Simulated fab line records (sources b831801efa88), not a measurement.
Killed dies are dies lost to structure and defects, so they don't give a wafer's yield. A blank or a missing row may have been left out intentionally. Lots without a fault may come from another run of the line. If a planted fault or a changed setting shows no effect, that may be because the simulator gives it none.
A sampling plan put to the test	flow gf180mcu	one line in one fab, 62 faults in these records, each fault weighed on the records of the lots it struck
The plan consists of the line's own looks: route steps at which the wafer is read by a gauge or an inspection but not changed. Where struck wafers have a number at a look and the file lists that look's usual mean and standard deviation on fault-free wafers, the look can be judged. Caught: 4 or more of those standard deviations (sigma) separate the usual mean from the mean of the struck wafers at a look after the fault's first step. On the tool: the test repeated on the tool's own readings taken at the fault's steps. It also counts as caught if the struck wafers ran another recipe or if their record alone is blank.

== THE FAULTS, as the simulator had put them in ==
1. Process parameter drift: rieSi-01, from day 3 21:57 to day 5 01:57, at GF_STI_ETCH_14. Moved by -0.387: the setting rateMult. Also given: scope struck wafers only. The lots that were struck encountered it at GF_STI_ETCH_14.
2. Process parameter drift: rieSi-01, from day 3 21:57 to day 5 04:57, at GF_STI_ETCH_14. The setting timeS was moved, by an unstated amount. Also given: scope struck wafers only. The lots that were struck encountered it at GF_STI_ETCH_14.
3. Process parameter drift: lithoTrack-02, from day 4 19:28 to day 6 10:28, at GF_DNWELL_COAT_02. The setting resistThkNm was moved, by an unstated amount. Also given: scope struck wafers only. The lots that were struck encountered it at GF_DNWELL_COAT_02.
4. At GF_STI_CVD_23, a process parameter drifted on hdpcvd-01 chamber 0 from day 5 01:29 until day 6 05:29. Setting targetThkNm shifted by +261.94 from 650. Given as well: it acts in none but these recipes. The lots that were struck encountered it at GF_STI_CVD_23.
5. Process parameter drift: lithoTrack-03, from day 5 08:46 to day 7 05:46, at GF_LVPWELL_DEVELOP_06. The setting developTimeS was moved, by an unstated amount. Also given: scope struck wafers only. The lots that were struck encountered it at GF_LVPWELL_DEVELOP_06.
6. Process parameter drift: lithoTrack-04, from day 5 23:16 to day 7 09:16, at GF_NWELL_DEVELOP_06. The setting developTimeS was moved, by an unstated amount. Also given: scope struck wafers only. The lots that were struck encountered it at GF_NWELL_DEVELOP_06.
7. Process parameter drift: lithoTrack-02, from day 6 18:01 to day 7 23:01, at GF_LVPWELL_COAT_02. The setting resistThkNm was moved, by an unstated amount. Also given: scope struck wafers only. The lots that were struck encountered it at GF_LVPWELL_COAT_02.
8. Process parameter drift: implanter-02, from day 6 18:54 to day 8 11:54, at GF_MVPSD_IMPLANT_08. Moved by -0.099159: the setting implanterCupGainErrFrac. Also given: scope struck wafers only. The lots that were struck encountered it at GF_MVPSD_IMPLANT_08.
9. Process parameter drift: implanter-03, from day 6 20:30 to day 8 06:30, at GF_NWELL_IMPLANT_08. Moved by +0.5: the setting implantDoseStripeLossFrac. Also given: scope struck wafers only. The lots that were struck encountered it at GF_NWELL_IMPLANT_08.
10. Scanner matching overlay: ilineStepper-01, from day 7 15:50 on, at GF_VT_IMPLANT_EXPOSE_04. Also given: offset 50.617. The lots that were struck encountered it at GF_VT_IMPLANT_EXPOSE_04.
11. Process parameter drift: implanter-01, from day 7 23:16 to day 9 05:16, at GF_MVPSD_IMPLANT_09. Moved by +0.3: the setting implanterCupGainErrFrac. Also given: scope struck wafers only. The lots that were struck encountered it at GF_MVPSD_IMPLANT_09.
12. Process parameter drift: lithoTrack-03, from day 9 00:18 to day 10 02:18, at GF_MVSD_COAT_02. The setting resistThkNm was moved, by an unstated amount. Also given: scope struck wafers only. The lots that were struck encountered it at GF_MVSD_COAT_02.
13. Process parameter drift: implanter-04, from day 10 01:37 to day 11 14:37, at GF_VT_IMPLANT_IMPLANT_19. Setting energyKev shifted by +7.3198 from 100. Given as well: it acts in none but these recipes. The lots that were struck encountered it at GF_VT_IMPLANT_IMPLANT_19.
14. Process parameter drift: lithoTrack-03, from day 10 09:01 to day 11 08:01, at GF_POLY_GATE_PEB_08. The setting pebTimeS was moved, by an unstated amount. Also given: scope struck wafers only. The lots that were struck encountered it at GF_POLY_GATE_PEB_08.
15. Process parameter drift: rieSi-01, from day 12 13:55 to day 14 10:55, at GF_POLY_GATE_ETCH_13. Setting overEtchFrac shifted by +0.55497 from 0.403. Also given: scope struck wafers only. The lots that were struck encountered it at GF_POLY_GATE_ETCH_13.
16. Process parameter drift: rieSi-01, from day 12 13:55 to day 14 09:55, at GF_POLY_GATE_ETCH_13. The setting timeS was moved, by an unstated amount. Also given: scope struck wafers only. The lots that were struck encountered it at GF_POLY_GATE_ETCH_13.
17. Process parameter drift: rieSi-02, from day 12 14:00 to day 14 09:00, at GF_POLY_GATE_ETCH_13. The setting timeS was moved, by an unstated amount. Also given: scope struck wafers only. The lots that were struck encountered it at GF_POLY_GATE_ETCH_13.
18. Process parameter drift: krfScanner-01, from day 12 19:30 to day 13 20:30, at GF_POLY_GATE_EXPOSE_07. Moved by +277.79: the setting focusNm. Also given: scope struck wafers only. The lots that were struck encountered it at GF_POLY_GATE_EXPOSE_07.
19. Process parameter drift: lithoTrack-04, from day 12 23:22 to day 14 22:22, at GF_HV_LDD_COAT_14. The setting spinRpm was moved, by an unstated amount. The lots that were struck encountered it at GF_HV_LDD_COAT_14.
20. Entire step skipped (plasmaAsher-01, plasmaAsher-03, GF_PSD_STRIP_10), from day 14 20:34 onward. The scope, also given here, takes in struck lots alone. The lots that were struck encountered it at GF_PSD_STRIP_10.
21. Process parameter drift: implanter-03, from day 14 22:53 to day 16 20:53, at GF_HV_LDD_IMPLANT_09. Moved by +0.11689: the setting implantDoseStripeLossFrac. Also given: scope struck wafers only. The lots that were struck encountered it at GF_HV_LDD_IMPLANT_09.
22. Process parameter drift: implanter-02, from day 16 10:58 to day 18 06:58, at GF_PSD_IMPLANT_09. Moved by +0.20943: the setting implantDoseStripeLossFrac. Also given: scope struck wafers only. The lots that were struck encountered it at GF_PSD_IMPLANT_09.
23. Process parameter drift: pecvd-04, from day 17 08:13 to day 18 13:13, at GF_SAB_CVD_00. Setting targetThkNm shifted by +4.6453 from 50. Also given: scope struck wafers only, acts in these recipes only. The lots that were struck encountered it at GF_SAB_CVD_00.
24. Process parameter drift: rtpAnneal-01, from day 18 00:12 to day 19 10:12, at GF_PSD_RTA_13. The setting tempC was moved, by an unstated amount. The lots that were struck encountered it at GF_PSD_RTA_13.
25. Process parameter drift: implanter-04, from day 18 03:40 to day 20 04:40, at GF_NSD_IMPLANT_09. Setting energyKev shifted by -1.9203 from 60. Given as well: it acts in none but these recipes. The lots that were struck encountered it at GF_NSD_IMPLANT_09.
26. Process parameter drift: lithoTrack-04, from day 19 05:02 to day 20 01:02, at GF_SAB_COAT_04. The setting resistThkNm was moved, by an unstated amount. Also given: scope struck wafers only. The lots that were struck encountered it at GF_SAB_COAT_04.
27. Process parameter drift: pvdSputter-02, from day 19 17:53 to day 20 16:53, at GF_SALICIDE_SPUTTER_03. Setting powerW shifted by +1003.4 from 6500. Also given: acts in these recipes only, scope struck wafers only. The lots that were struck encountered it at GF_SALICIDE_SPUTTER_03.
28. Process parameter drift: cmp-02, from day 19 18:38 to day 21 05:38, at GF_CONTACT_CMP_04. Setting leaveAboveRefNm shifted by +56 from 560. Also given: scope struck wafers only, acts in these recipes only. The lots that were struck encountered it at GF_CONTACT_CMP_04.
29. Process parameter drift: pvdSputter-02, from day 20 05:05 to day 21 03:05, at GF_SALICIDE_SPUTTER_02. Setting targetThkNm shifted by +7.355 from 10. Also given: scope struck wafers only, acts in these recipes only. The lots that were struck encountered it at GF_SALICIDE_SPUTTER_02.
30. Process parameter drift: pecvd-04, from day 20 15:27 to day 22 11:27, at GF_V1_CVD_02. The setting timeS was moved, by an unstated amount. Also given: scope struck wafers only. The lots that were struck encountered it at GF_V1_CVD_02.
31. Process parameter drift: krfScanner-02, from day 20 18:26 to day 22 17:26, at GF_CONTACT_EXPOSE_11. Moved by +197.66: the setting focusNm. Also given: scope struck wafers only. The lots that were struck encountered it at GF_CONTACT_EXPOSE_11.
32. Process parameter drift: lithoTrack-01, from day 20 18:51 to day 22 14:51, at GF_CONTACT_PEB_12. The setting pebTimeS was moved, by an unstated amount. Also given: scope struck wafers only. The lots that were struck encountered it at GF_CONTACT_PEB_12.
33. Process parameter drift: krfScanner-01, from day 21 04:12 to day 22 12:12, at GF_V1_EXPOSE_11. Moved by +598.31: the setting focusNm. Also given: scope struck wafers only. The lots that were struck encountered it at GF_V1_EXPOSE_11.
34. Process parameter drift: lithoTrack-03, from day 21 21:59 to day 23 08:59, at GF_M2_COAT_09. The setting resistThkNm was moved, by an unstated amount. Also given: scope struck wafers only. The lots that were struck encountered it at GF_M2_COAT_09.
35. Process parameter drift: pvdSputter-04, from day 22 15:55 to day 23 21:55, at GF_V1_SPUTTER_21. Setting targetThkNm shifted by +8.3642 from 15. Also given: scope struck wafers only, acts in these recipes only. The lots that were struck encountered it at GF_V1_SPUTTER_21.
36. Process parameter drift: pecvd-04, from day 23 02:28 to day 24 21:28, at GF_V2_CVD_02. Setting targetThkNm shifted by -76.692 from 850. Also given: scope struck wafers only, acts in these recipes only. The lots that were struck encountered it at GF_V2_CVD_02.
37. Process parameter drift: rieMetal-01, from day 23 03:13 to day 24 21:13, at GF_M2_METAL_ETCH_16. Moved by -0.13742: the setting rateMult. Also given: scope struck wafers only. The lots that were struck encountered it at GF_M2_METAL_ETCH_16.
38. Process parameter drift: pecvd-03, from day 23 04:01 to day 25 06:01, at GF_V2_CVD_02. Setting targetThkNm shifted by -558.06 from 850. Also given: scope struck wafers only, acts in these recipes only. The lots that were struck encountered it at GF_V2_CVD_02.
39. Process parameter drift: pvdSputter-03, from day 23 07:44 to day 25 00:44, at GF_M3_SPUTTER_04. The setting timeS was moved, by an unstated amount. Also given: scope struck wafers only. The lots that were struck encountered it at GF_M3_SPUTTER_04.
40. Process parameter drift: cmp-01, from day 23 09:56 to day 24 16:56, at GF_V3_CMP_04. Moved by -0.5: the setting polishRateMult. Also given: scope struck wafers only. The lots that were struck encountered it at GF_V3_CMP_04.
41. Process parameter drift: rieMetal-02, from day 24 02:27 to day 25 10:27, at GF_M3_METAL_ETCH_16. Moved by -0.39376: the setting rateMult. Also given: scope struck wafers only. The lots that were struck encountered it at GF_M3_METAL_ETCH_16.
42. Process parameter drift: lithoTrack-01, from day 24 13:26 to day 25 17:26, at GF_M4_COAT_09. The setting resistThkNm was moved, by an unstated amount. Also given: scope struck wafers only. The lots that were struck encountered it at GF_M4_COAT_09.
43. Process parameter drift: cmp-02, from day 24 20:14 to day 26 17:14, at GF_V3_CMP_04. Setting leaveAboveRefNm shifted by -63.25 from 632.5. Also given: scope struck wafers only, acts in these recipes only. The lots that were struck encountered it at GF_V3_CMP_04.
44. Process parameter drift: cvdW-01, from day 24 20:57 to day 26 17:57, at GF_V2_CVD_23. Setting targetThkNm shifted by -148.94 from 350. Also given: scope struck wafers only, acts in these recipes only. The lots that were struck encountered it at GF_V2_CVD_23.
45. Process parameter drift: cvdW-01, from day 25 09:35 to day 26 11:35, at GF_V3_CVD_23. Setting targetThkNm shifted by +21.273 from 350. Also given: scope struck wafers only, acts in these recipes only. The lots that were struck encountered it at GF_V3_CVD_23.
46. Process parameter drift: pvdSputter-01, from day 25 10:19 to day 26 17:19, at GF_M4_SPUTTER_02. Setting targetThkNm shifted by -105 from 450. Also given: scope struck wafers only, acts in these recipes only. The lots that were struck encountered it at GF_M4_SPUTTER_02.
47. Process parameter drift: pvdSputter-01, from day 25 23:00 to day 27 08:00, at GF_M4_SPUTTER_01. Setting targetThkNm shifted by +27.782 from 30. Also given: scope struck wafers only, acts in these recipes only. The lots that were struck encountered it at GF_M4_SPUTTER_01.
48. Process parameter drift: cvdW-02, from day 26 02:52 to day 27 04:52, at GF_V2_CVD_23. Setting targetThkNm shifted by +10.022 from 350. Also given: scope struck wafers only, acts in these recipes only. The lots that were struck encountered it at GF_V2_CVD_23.
49. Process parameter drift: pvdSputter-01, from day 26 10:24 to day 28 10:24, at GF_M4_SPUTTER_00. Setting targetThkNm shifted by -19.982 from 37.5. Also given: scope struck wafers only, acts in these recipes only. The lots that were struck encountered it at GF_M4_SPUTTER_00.
50. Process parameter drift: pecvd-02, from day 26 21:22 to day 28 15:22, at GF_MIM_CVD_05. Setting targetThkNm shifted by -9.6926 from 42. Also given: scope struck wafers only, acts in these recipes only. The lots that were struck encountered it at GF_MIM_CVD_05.
51. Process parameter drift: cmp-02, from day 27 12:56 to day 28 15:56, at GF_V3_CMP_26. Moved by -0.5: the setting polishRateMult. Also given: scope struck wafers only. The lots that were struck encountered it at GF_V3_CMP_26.
52. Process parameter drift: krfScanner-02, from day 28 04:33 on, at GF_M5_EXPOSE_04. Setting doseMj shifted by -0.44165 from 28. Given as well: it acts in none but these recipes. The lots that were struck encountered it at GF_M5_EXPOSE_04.
53. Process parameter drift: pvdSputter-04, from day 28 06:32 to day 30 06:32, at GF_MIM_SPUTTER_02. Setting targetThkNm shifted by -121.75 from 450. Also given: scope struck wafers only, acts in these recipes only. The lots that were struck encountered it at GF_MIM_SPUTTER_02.
54. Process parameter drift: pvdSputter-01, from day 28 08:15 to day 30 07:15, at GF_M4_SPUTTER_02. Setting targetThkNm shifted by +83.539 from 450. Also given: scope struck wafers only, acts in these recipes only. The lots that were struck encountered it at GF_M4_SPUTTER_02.
55. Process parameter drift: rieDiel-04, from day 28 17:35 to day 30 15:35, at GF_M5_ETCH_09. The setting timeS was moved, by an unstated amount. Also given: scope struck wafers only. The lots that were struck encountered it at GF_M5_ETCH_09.
56. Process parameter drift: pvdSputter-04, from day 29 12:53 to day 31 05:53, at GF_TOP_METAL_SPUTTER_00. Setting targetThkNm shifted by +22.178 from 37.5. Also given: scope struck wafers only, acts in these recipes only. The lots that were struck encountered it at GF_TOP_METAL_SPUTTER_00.
57. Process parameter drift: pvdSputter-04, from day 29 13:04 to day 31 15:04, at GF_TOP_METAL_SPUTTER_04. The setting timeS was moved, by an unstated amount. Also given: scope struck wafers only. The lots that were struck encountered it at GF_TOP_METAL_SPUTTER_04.
58. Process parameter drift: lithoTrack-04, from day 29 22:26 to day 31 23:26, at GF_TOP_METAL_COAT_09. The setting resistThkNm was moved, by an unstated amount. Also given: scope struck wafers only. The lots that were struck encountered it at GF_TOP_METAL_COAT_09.
59. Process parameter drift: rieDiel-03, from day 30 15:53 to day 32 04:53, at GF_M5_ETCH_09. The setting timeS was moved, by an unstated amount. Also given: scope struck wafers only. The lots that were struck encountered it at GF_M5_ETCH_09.
60. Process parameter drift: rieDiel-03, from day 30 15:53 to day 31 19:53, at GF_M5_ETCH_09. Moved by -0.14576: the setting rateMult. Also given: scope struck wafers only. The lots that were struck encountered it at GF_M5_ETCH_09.
61. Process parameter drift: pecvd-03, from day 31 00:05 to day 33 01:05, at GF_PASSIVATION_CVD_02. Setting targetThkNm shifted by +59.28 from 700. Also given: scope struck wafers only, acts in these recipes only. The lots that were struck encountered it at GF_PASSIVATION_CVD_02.
62. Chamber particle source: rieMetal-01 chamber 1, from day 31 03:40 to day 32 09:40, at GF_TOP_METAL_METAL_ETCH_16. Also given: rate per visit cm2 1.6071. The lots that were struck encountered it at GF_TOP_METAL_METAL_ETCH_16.

== WHAT THE PLAN SAW ==
fault	on the tool itself	first look that catches it	reading, sigma	median hours from its first step to that look	hours from the fault's start to the first struck lot there	judged looks passed uncaught
1	oesProductAu -16 sigma	none of the 3 looks that can be judged after it	-	-	-	3
2	runLengthS +33 sigma	no look after it can be judged	-	-	-	0
3	only faintly: chillPlateTempC +2.1 sigma	GF_NWELL_TW_MEAS_11	NWELL_TW +19	22.7	26	0
4	under 2 sigma	GF_STI_THK_MEAS_24	STI_CVD_23_THK +42	0.1	3	0
5	no reading that can be judged	none of the 6 looks that can be judged after it	-	-	-	6
6	no reading that can be judged	none of the 6 looks that can be judged after it	-	-	-	6
7	no reading that can be judged	none of the 3 looks that can be judged after it	-	-	-	3
8	beamOnS +5.0 sigma	GF_MVPSD_TW_MEAS_11	MVPSD_TW +5.7	0.3	7	0
9	under 2 sigma	GF_NWELL_TW_MEAS_11	NWELL_TW -14	0.4	9	0
10	no reading that can be judged	GF_VT_IMPLANT_OVL_MEAS_07	VT_IMPLANT_OVL +30	7.7	22	0
11	faradayCurrentUA +15 sigma	GF_VT_IMPLANT_RS_MEAS_49	MVPSD_RS +16	69.9	70	1
12	no reading that can be judged	not the one look that can be judged after it	strongest: V4_CVD_00_THK at GF_V4_THK_MEAS_01, -2.6	-	-	1
13	beamEnergyKeV +99 or beyond sigma	no look after it can be judged	-	-	-	0
14	heaterPowerTotalW +54 sigma	GF_POLY_GATE_CD_MEAS_10	cdNm +4.1	0.3	2	0
15	oesProductAu -26 sigma	not the one look that can be judged after it	-	-	-	1
16	runLengthS -46 sigma	no look after it can be judged	-	-	-	0
17	runLengthS -45 sigma	none of the 3 looks that can be judged after it	-	-	-	3
18	under 2 sigma	GF_POLY_GATE_CD_MEAS_10	cdNm -18	10.2	12	0
19	spinSpeedRpm +99 or beyond sigma	not the one look that can be judged after it	-	-	-	1
20	the tool's record is blank for the struck wafers	no look after it can be judged	-	-	-	0
21	no reading that can be judged	GF_HV_LDD_RS_MEAS_53	HV_LDD_RS +14	72.0	87	0
22	no reading that can be judged	none of the 8 looks that can be judged after it	-	-	-	8
23	under 2 sigma	GF_SAB_THK_MEAS_01	SAB_CVD_00_THK +5.8	0.0	21	0
24	wafer_temp_C_max +5.8 sigma	GF_PSD_RS_MEAS_14	NSD_RS -5.8	0.1	10	0
25	beamEnergyKeV -99 or beyond sigma	none of the 2 looks that can be judged after it	strongest: NSD_RS at GF_PSD_RS_MEAS_14, +3.5	-	-	2
26	no reading that can be judged	not the one look that can be judged after it	-	-	-	1
27	cathodeDcPowerW +99 or beyond sigma	GF_SALICIDE_THK_MEAS_05	SALICIDE_TIN_THK +7.2	0.1	15	0
28	timeToEndpointS -4.2 sigma	no look after it can be judged	-	-	-	0
29	under 2 sigma	GF_SALICIDE_RS_MEAS_04	SALICIDE_TIN_RS -17	0.0	18	0
30	runLengthS +9.0 sigma	not the one look that can be judged after it	strongest: V1_CVD_02_THK at GF_V1_THK_MEAS_03, +2.6	-	-	1
31	under 2 sigma	not the one look that can be judged after it	strongest: cdNm at GF_CONTACT_CD_MEAS_14, -3.2	-	-	1
32	heaterPowerTotalW +32 sigma	none of the 2 looks that can be judged after it	strongest: cdNm at GF_CONTACT_CD_MEAS_14, -2.6	-	-	2
33	no reading that can be judged	GF_V1_CD_MEAS_14	cdNm +13	11.9	33	0
34	under 2 sigma	none of the 2 looks that can be judged after it	-	-	-	2
35	under 2 sigma	no look after it can be judged	-	-	-	0
36	under 2 sigma	GF_V2_THK_MEAS_03	V2_CVD_02_THK -6.0	0.1	26	0
37	oesProductAu -8.4 sigma	not the one look that can be judged after it	-	-	-	1
38	under 2 sigma	GF_V2_THK_MEAS_03	V2_CVD_02_THK -42	0.1	7	0
39	under 2 sigma	none of the 7 looks that can be judged after it	-	-	-	7
40	only faintly: timeToEndpointS +3.7 sigma	no look after it can be judged	-	-	-	0
41	oesProductAu -29 sigma	no look after it can be judged	-	-	-	0
42	under 2 sigma	none of the 2 looks that can be judged after it	-	-	-	2
43	only faintly: timeToEndpointS +3.3 sigma	none of the 3 looks that can be judged after it	-	-	-	3
44	under 2 sigma	GF_V2_RS_MEAS_24	V2_W_RS +52	0.1	7	0
45	under 2 sigma	GF_V3_RS_MEAS_24	V3_W_RS -6.4	0.1	4	0
46	under 2 sigma	GF_M4_RS_MEAS_05	M4_ALCU_RS +21	0.1	27	0
47	under 2 sigma	no look after it can be judged	-	-	-	0
48	under 2 sigma	not the one look that can be judged after it	-	-	-	1
49	under 2 sigma	no look after it can be judged	-	-	-	0
50	under 2 sigma	GF_MIM_THK_MEAS_06	MIM_CVD_05_THK -16	0.0	6	0
51	overpolishRunS -99 or beyond sigma	no look after it can be judged	-	-	-	0
52	exposureDoseMJCm2 -12 sigma	none of the 2 looks that can be judged after it	-	-	-	2
53	only faintly: throttleValvePct -2.2 sigma	no look after it can be judged	-	-	-	0
54	under 2 sigma	GF_M4_RS_MEAS_05	M4_ALCU_RS -9.6	0.1	15	0
55	under 2 sigma	no look after it can be judged	-	-	-	0
56	under 2 sigma	no look after it can be judged	-	-	-	0
57	under 2 sigma	none of the 4 looks that can be judged after it	-	-	-	4
58	under 2 sigma	not the one look that can be judged after it	-	-	-	1
59	under 2 sigma	not the one look that can be judged after it	-	-	-	1
60	oesProductAu -6.6 sigma	no look after it can be judged	-	-	-	0
61	under 2 sigma	GF_PASSIVATION_THK_MEAS_03	PASSIVATION_CVD_02_THK +5.5	0.4	4	0
62	under 2 sigma	no look after it can be judged	-	-	-	0
A dash: this means the fault isn't caught or the number doesn't appear in these records.

Caught at a look: 22 of 62. Caught on the tool: 22 of 62. By one or the other: 39 of 62.
Faults 1, 2, 13, 15, 16, 17, 19, 20, 25, 28, 30, 32, 37, 41, 51, 52, 60 were caught on the tool alone.
Caught at a look alone: faults 3, 4, 9, 10, 18, 21, 23, 29, 33, 36, 38, 44, 45, 46, 50, 54, 61.
Caught by neither: faults 5, 6, 7, 12, 22, 26, 31, 34, 35, 39, 40, 42, 43, 47, 48, 49, 53, 55, 56, 57, 58, 59, 62.

== THINNER SAMPLING ==
If the look that catches a fault measured only every second or every third lot, by lot number, the first struck lot would be measured this late in the worst case:
fault	struck lots at that look, in order of time	every lot	every second lot	every third lot
3	L813, L815	26 h	may miss all 2	may miss all 2
4	L358, L360	3 h	may miss all 2	may miss all 2
8	L781, L782	7 h	13 h	may miss all 2
9	L319, L320	9 h	14 h	may miss all 2
10	L351, L352	22 h	26 h	may miss all 2
11	L493, L495, L496	70 h	90 h	may miss all 3
14	L696, L698, L699	2 h	22 h	may miss all 3
18	L260, L261	12 h	18 h	may miss all 2
21	L516, L518	87 h	may miss all 2	may miss all 2
23	L348	21 h	may miss it	may miss it
24	L840, L842	10 h	may miss all 2	may miss all 2
27	L982	15 h	may miss it	may miss it
29	L131	18 h	may miss it	may miss it
33	L771	33 h	may miss it	may miss it
36	L190, L191	26 h	32 h	may miss all 2
38	L753, L757	7 h	may miss all 2	may miss all 2
44	L400	7 h	may miss it	may miss it
45	L658	4 h	may miss it	may miss it
46	L921	27 h	may miss it	may miss it
50	L681, L683	6 h	may miss all 2	may miss all 2
54	L172, L173	15 h	25 h	may miss all 2
61	L965, L966	4 h	13 h	may miss all 2
Hours: fault start to first struck lot measured. 4 sigma limit: tested on the pooled struck wafers, so a lone lot may be under it. Other struck lots may not be in these records.

== THE LONGEST TIMED WAY FROM STEP TO LOOK ==
Fault 21: median gap of 72.0 hours between GF_HV_LDD_IMPLANT_09 and GF_HV_LDD_RS_MEAS_53. No look between them can be judged.
